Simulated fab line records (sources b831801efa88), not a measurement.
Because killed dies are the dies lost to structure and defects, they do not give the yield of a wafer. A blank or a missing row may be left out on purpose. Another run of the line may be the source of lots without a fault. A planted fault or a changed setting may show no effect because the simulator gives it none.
Which tool did it? / flow sky130 / 30 wafers from 10 lots sampled at 5 of the route's 708 steps

== WHAT THE GAUGES READ, wafer by wafer ==
SKY_METAL1_RS_MEAS_05: measures by four-point-probe. Usual: METAL1_ALCU_RS 0.1272 ohm/sq, standard deviation 0.0016.
lot=L818; measured=day 33 03:19; on=film-metro-04; METAL1_ALCU_RS (ohm/sq)=0.1280 0.1263 0.1284; flag=
lot=L822; measured=day 33 16:19; on=film-metro-01; METAL1_ALCU_RS (ohm/sq)=0.1287 0.1269 0.1276; flag=
lot=L823; measured=day 34 02:28; on=film-metro-01; METAL1_ALCU_RS (ohm/sq)=0.1258 0.1281 0.1254; flag=
lot=L826; measured=day 34 13:08; on=film-metro-02; METAL1_ALCU_RS (ohm/sq)=0.1259 0.1263 0.1264; flag=
lot=L830; measured=day 35 19:58; on=film-metro-04; METAL1_ALCU_RS (ohm/sq)=0.1262 0.1257 0.1274; flag=
lot=L831; measured=day 36 00:14; on=film-metro-04; METAL1_ALCU_RS (ohm/sq)=0.1288 0.1261 0.1098; flag=OFF
lot=L832; measured=day 36 12:52; on=film-metro-04; METAL1_ALCU_RS (ohm/sq)=0.1268 0.1108 0.1288; flag=OFF
lot=L833; measured=day 36 13:50; on=film-metro-02; METAL1_ALCU_RS (ohm/sq)=0.1097 0.1278 0.1264; flag=OFF
lot=L835; measured=day 37 02:31; on=film-metro-02; METAL1_ALCU_RS (ohm/sq)=0.1253 0.1248 0.1237; flag=
lot=L837; measured=day 37 22:05; on=film-metro-04; METAL1_ALCU_RS (ohm/sq)=0.1277 0.1273 0.1283; flag=

SKY_METAL1_THK_MEAS_06: measures by xrf. Usual: METAL1_ALCU_THK 252 nm, standard deviation 3.3.
lot=L818; measured=day 33 03:26; on=film-metro-04; METAL1_ALCU_THK (nm)=250 253 250; flag=
lot=L822; measured=day 33 16:26; on=film-metro-01; METAL1_ALCU_THK (nm)=247 250 250; flag=
lot=L823; measured=day 34 02:34; on=film-metro-01; METAL1_ALCU_THK (nm)=255 250 255; flag=
lot=L826; measured=day 34 13:15; on=film-metro-02; METAL1_ALCU_THK (nm)=256 254 253; flag=
lot=L830; measured=day 35 20:04; on=film-metro-04; METAL1_ALCU_THK (nm)=256 255 253; flag=
lot=L831; measured=day 36 00:22; on=film-metro-04; METAL1_ALCU_THK (nm)=249 255 293; flag=OFF
lot=L832; measured=day 36 12:59; on=film-metro-04; METAL1_ALCU_THK (nm)=254 292 251; flag=OFF
lot=L833; measured=day 36 13:57; on=film-metro-02; METAL1_ALCU_THK (nm)=288 249 253; flag=OFF
lot=L835; measured=day 37 02:37; on=film-metro-02; METAL1_ALCU_THK (nm)=257 258 258; flag=
lot=L837; measured=day 37 22:11; on=film-metro-04; METAL1_ALCU_THK (nm)=252 252 252; flag=

SKY_METAL1_OVL_MEAS_16. Usual: METAL1_OVL -1 nm, standard deviation 6.4.
lot=L818; measured=day 34 06:02; on=overlay-02; METAL1_OVL (nm)=13 -4 5; flag=
lot=L822; measured=day 34 19:13; on=overlay-01; METAL1_OVL (nm)=3 -3 6; flag=
lot=L823; measured=day 35 04:49; on=overlay-01; METAL1_OVL (nm)=-4 -3 -4; flag=
lot=L826; measured=day 35 16:19; on=overlay-01; METAL1_OVL (nm)=-3 -5 3; flag=
lot=L830; measured=day 36 22:54; on=overlay-01; METAL1_OVL (nm)=-7 -9 0; flag=
lot=L831; measured=day 37 03:18; on=overlay-01; METAL1_OVL (nm)=7 7 11; flag=
lot=L832; measured=day 37 16:10; on=overlay-02; METAL1_OVL (nm)=3 -1 -4; flag=
lot=L833; measured=day 37 17:26; on=overlay-02; METAL1_OVL (nm)=-14 -6 -9; flag=
lot=L835; measured=day 38 04:56; on=overlay-02; METAL1_OVL (nm)=2 0 1; flag=
lot=L837; measured=day 38 23:19; on=overlay-02; METAL1_OVL (nm)=2 0 4; flag=

== WHICH TOOL RAN EACH LOT (tool, then ch and the chambers of the sampled wafers, then the start) ==
lot=L818; SKY_METAL1_SPUTTER_02=pvd-sputter-04, day 33 03:14; SKY_METAL1_SPUTTER_03=pvd-sputter-04, day 33 03:15
lot=L822; SKY_METAL1_SPUTTER_02=pvd-sputter-04, day 33 16:13; SKY_METAL1_SPUTTER_03=pvd-sputter-04, day 33 16:14
lot=L823; SKY_METAL1_SPUTTER_02=pvd-sputter-02, day 34 02:21; SKY_METAL1_SPUTTER_03=pvd-sputter-02, day 34 02:22
lot=L826; SKY_METAL1_SPUTTER_02=pvd-sputter-04, day 34 13:02; SKY_METAL1_SPUTTER_03=pvd-sputter-04, day 34 13:04
lot=L830; SKY_METAL1_SPUTTER_02=pvd-sputter-01, day 35 19:50; SKY_METAL1_SPUTTER_03=pvd-sputter-01, day 35 19:51
lot=L831; SKY_METAL1_SPUTTER_02=pvd-sputter-04, day 36 00:08; SKY_METAL1_SPUTTER_03=pvd-sputter-04, day 36 00:10
lot=L832; SKY_METAL1_SPUTTER_02=pvd-sputter-04, day 36 12:45; SKY_METAL1_SPUTTER_03=pvd-sputter-04, day 36 12:47
lot=L833; SKY_METAL1_SPUTTER_02=pvd-sputter-04, day 36 13:44; SKY_METAL1_SPUTTER_03=pvd-sputter-04, day 36 13:46
lot=L835; SKY_METAL1_SPUTTER_02=pvd-sputter-02, day 37 02:23; SKY_METAL1_SPUTTER_03=pvd-sputter-02, day 37 02:25
lot=L837; SKY_METAL1_SPUTTER_02=pvd-sputter-02, day 37 21:58; SKY_METAL1_SPUTTER_03=pvd-sputter-02, day 37 21:59
- SKY_METAL1_SPUTTER_02: material AlCu, target thk 250 nm, time 13.3 s.
- SKY_METAL1_SPUTTER_03: material Ti, target thk 5 nm, time 3.3 s.

== AS READ BY THE TOOLS THEMSELVES (means over the sampled wafers that have a number; for cases with no such wafer, the mark the record gives instead) ==
SKY_METAL1_SPUTTER_02. Usual: chamber-pressure-pa 0.4001 Pa, standard deviation 0.00086; throttle-valve-pct 30.1 %, standard deviation 0.79.
lot=L818; tool=pvd-sputter-04; chamber-pressure-pa (Pa)=0.4001; throttle-valve-pct (%)=30.2; flag=
lot=L822; tool=pvd-sputter-04; chamber-pressure-pa (Pa)=0.4002; throttle-valve-pct (%)=30.0; flag=
lot=L823; tool=pvd-sputter-02; chamber-pressure-pa (Pa)=0.4014; throttle-valve-pct (%)=31.1; flag=
lot=L826; tool=pvd-sputter-04; chamber-pressure-pa (Pa)=0.4001; throttle-valve-pct (%)=29.8; flag=
lot=L830; tool=pvd-sputter-01; chamber-pressure-pa (Pa)=0.3998; throttle-valve-pct (%)=30.1; flag=
lot=L831; tool=pvd-sputter-04; chamber-pressure-pa (Pa)=0.4005; throttle-valve-pct (%)=30.1; flag=
lot=L832; tool=pvd-sputter-04; chamber-pressure-pa (Pa)=0.4002; throttle-valve-pct (%)=30.0; flag=
lot=L833; tool=pvd-sputter-04; chamber-pressure-pa (Pa)=0.3994; throttle-valve-pct (%)=30.2; flag=
lot=L835; tool=pvd-sputter-02; chamber-pressure-pa (Pa)=0.4002; throttle-valve-pct (%)=30.6; flag=
lot=L837; tool=pvd-sputter-02; chamber-pressure-pa (Pa)=0.4002; throttle-valve-pct (%)=29.0; flag=

SKY_METAL1_SPUTTER_03. Usual: chamber-pressure-pa 0.4000 Pa, standard deviation 0.00076; throttle-valve-pct 30.0 %, standard deviation 0.8.
lot=L818; tool=pvd-sputter-04; chamber-pressure-pa (Pa)=0.4001; throttle-valve-pct (%)=30.3; flag=
lot=L822; tool=pvd-sputter-04; chamber-pressure-pa (Pa)=0.3997; throttle-valve-pct (%)=30.1; flag=
lot=L823; tool=pvd-sputter-02; chamber-pressure-pa (Pa)=0.4003; throttle-valve-pct (%)=31.2; flag=
lot=L826; tool=pvd-sputter-04; chamber-pressure-pa (Pa)=0.4008; throttle-valve-pct (%)=29.7; flag=
lot=L830; tool=pvd-sputter-01; chamber-pressure-pa (Pa)=0.4008; throttle-valve-pct (%)=30.3; flag=
lot=L831; tool=pvd-sputter-04; chamber-pressure-pa (Pa)=0.3995; throttle-valve-pct (%)=30.0; flag=
lot=L832; tool=pvd-sputter-04; chamber-pressure-pa (Pa)=0.3995; throttle-valve-pct (%)=29.9; flag=
lot=L833; tool=pvd-sputter-04; chamber-pressure-pa (Pa)=0.3995; throttle-valve-pct (%)=30.1; flag=
lot=L835; tool=pvd-sputter-02; chamber-pressure-pa (Pa)=0.4002; throttle-valve-pct (%)=30.6; flag=
lot=L837; tool=pvd-sputter-02; chamber-pressure-pa (Pa)=0.3999; throttle-valve-pct (%)=29.0; flag=

== THE ANSWER, worked out from the rows above alone ==
Rule: a lot is off if the mean of its wafers that have a number lies more than 3 standard deviations from the usual mean. A lot without any number at a reading at which 4 lots or more have one is off too. Where the step has rows for the other lots, those lots are counted as sound. The gauges are gone through in route order, then the tools' own readings, and for those a lot's mean is taken as printed above. The first step at which some lot is off is used, and at that step the reading that is off furthest; a lot without a number counts as furthest.
Off: L831, L832, L833, seen at SKY_METAL1_RS_MEAS_05 (METAL1_ALCU_RS).
A tool fits if, at a process step before that reading, it ran every lot that is off, and no sound lot after the first of them. Those tools and the gauges at SKY_METAL1_RS_MEAS_05 are tried in the same way. One candidate fits, namely pvd-sputter-04 at SKY_METAL1_SPUTTER_02 and SKY_METAL1_SPUTTER_03. At SKY_METAL1_SPUTTER_02 its last sound lot is L826 (day 34 13:02), its first lot that is off L831 (day 36 00:08): a fault that began between those two fits.

== WHAT THE SIMULATOR HAD PUT IN ==
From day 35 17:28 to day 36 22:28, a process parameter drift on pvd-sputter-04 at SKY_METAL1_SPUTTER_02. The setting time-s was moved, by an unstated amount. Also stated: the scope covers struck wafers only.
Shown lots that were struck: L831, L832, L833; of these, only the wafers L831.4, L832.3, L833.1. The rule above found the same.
